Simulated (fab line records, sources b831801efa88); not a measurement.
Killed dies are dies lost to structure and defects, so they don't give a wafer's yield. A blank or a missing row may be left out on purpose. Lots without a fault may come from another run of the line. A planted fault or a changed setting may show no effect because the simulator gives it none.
Which tool did it? | flow sky130 | 13 lots, 39 wafers sampled, at 5 steps of a route of 708

WHAT THE GAUGES READ, wafer by wafer
SKY_VT_ADJUST_LVTN_TW_MEAS_10.
lot  | measured     | on            | VT_ADJUST_LVTN_TW
L740 | day 6 18:59  | film_metro-02 | 240.2 241.4 239.5
L741 | day 7 07:23  | film_metro-04 | 244.9 245.1 244.2
L743 | day 7 16:11  | film_metro-04 | 244.6 243.6 244.4
L744 | day 8 02:41  | film_metro-03 | 242.6 241.0 242.0
L745 | day 8 07:53  | film_metro-04 | 244.6 243.3 243.4
L747 | day 8 21:12  | film_metro-03 | 241.9 239.6 240.4
L748 | day 9 03:48  | film_metro-02 | 241.1 241.8 241.8
L750 | day 9 13:47  | film_metro-04 | 239.8 240.0 240.4
L751 | day 9 21:37  | film_metro-02 | 242.1 241.0 240.6
L759 | day 12 02:00 | film_metro-04 | 239.1 238.8 240.7
L761 | day 12 13:59 | film_metro-02 | 240.1 240.7 240.6
L762 | day 12 19:14 | film_metro-02 | 241.3 241.3 239.8
L763 | day 13 17:16 | film_metro-02 | 240.6 240.6 240.4

SKY_VT_ADJUST_LVTN_TW_MEAS_21.
lot  | measured     | on            | VT_ADJUST_LVTN_2_TW
L740 | day 7 14:29  | film_metro-03 | 187.7 187.3 187.7
L741 | day 8 03:08  | film_metro-04 | 190.4 189.4 189.3
L743 | day 8 11:20  | film_metro-04 | 188.4 189.4 190.4
L744 | day 8 23:19  | film_metro-04 | 189.9 189.3 188.9
L745 | day 9 04:59  | film_metro-03 | 185.4 185.9 185.8
L747 | day 9 19:02  | film_metro-04 | 186.2 186.4 186.6
L748 | day 10 02:04 | film_metro-02 | 187.6 187.6 187.6
L750 | day 10 12:26 | film_metro-02 | 187.3 186.5 186.9
L751 | day 10 20:16 | film_metro-02 | 185.9 186.7 186.9
L759 | day 13 02:29 | film_metro-02 | 187.5 188.5 187.4
L761 | day 13 15:20 | film_metro-02 | 186.1 186.4 187.0
L762 | day 13 21:05 | film_metro-03 | 187.2 186.4 186.5
L763 | day 14 19:16 | film_metro-03 | 188.5 188.2 188.1

SKY_VT_ADJUST_NCORE_CD_MEAS_07: target cd 380 nm.
lot  | measured     | on        | cd_nm (nm)
L740 | day 8 09:48  | cd_sem-02 | 378.3 377.9 374.3
L741 | day 8 23:49  | cd_sem-02 | 382.3 380.9 379.7
L743 | day 9 08:09  | cd_sem-02 | 377.7 379.1 378.4
L744 | day 9 20:24  | cd_sem-01 | 381.8 378.8 381.1
L745 | day 10 03:15 | cd_sem-02 | 379.0 380.6 378.8
L747 | day 10 18:14 | cd_sem-01 | 380.8 379.5 380.8
L748 | day 11 00:53 | cd_sem-02 | 382.3 383.4 382.8
L750 | day 11 10:58 | cd_sem-02 | 390.0 390.5 388.3
L751 | day 11 19:05 | cd_sem-02 | 394.1 393.3 392.1
L759 | day 14 03:53 | cd_sem-02 | 375.7 376.6 378.6
L761 | day 14 16:59 | cd_sem-02 | 382.3 379.8 379.8
L762 | day 14 22:59 | cd_sem-01 | 378.6 380.3 379.7
L763 | day 15 22:08 | cd_sem-01 | 376.8 374.7 376.5

WHICH TOOL RAN EACH LOT (tool, then ch and the chambers of the sampled wafers, then the start)
lot  | SKY_NWELL_RTA_28                 | SKY_VT_ADJUST_NCORE_DEVELOP_06
L740 | rtp_anneal-02 ch 0, day 5 04:55  | litho_track-01 ch 0, day 8 09:40
L741 | rtp_anneal-02 ch 0, day 5 16:12  | litho_track-02 ch 0, day 8 23:40
L743 | rtp_anneal-02 ch 0, day 6 00:39  | litho_track-03 ch 0, day 9 08:01
L744 | rtp_anneal-01 ch 0, day 6 10:03  | litho_track-02 ch 0, day 9 20:15
L745 | rtp_anneal-02 ch 0, day 6 16:31  | litho_track-03 ch 0, day 10 03:07
L747 | rtp_anneal-01 ch 0, day 7 03:40  | litho_track-02 ch 0, day 10 18:06
L748 | rtp_anneal-02 ch 0, day 7 10:57  | litho_track-01 ch 0, day 11 00:46
L750 | rtp_anneal-02 ch 0, day 7 18:55  | litho_track-01 ch 0, day 11 10:50
L751 | rtp_anneal-01 ch 0, day 8 02:27  | litho_track-01 ch 0, day 11 18:56
L759 | rtp_anneal-02 ch 0, day 10 03:56 | litho_track-03 ch 0, day 14 03:41
L761 | rtp_anneal-02 ch 0, day 10 14:49 | litho_track-01 ch 0, day 14 16:50
L762 | rtp_anneal-02 ch 0, day 10 19:38 | litho_track-03 ch 0, day 14 22:50
L763 | rtp_anneal-02 ch 0, day 11 14:56 | litho_track-01 ch 0, day 15 21:59
- SKY_NWELL_RTA_28: time 30 s.
- SKY_VT_ADJUST_NCORE_DEVELOP_06: develop time 60 s.

WHAT THE TOOLS THEMSELVES READ (means of the sampled wafers that have a number; where no wafer has one, the mark that the record gives instead)
SKY_NWELL_RTA_28.
lot  | tool          | lamp_power_pct (%) | ramp_down_c_per_s | ramp_up_c_per_s | wafer_temp_C_max
L740 | rtp_anneal-02 | 25.27              | 89.991            | 150.02          | 1054.6
L741 | rtp_anneal-02 | 25.29              | 90.008            | 150.01          | 1055.7
L743 | rtp_anneal-02 | 25.26              | 90.011            | 149.98          | 1054.4
L744 | rtp_anneal-01 | 25.34              | 90.018            | 150.00          | 1053.8
L745 | rtp_anneal-02 | 25.30              | 90.001            | 149.99          | 1054.8
L747 | rtp_anneal-01 | 25.32              | 90.009            | 150.00          | 1054.3
L748 | rtp_anneal-02 | 25.35              | 89.994            | 150.04          | 1053.4
L750 | rtp_anneal-02 | 25.31              | 89.983            | 149.99          | 1055.4
L751 | rtp_anneal-01 | 25.31              | 89.994            | 150.02          | 1054.3
L759 | rtp_anneal-02 | 25.28              | 90.001            | 150.00          | 1054.5
L761 | rtp_anneal-02 | 25.27              | 90.008            | 149.99          | 1054.6
L762 | rtp_anneal-02 | 25.32              | 89.995            | 150.00          | 1055.2
L763 | rtp_anneal-02 | 25.32              | 90.001            | 149.98          | 1054.1

THE ANSWER, worked out from the rows above alone
Rule: what is usual is taken from the lots themselves. Put in order of their means at a reading, lots are off if they are a third of the lots or fewer, leave a main group of 4 or more, and stand apart from it by a gap of 3 or more times the standard deviation of the main group's means; of several such gaps the widest counts. A main group whose means are all the same, to the digits that the tables above print for the reading, isn't used. A lot without any number at a reading at which 4 lots or more have one is off too. The other lots that the step has rows for count as sound. The gauges are gone through in route order, then the tools' own readings, and for those a lot's mean is taken as printed above. The first step at which some lot is off is used, and at that step the reading that is off furthest; a lot without a number counts as furthest.
Off: L750, L751, at SKY_VT_ADJUST_NCORE_CD_MEAS_07 (cd_nm). The main group: mean 379.3 nm, standard deviation 2.
A tool fits if, at a process step before that reading, it ran every lot that is off, and no sound lot after the first of them. The gauges at SKY_VT_ADJUST_NCORE_CD_MEAS_07 are tried like those tools. None of those tried fits.

WHAT THE SIMULATOR HAD PUT IN
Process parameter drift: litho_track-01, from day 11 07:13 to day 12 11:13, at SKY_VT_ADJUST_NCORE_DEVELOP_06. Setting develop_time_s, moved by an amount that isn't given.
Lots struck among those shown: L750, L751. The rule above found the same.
